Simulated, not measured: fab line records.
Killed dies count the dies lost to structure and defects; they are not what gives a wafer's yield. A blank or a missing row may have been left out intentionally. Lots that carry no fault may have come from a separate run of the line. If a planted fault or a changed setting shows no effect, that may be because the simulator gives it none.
Chamber matching	flow sky130	4 sister chambers for SKY_VIA3_ETCH_14 on rie-diel-04
The step etches BARC in N2/H2, stops on SiO2, time 45.9 s, target depth 60 nm. 8 wafers are shown with their chamber, then 10 later ones without.

## WAFERS PAIRED WITH THEIR CHAMBERS
wafer	chamber	drypump-motor-current-A (A)	oes-product-au (a.u.)
L078.1	0	6.5	0.854
L082.2	2	6.0	0.857
L082.3	3	5.7	0.854
L083.2	0	6.4	0.851
L083.4	1	5.9	0.864
L083.6	2	5.9	0.850
L084.1	3	5.7	0.854
L084.4	1	5.9	0.854

## WAFERS WITHOUT THEIR CHAMBER
wafer	drypump-motor-current-A (A)	oes-product-au (a.u.)
L084.6	6.4	0.847
L089.2	5.9	0.854
L089.5	5.9	0.853
L089.6	5.7	0.850
L092.1	5.9	0.856
L092.2	5.9	0.850
L092.3	5.7	0.848
L092.4	6.4	0.854
L092.5	5.9	0.850
L092.6	6.0	0.858

## THE CHAMBER EACH PASSED THROUGH
wafer	from the rows above	in truth
L084.6	0	0
L089.2	can't be placed: 2 or 1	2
L089.5	can't be placed: 2 or 1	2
L089.6	3	3
L092.1	can't be placed: 1 or 2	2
L092.2	can't be placed: 2 or 1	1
L092.3	3	3
L092.4	0	0
L092.5	can't be placed: 2 or 1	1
L092.6	can't be placed: 2 or 1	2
Placed correctly: 4 of 10. These rows do not allow placing 6 (true chamber among the candidates in 6). 0 placed wrongly.
How it was worked out, from the rows above alone: a wafer's distance from a chamber is the root of the sum, over the readings, of the square of ((its reading less the chamber's mean) divided by the reading's scatter). The wafer belongs to the nearest chamber; if the next one is less than 2 further off, it can't be placed. A chamber's mean is the mean of its shown wafers. The scatter: the root of (the sum of the squares of (reading less its chamber's mean) over the shown wafers, divided by (wafers less chambers)).
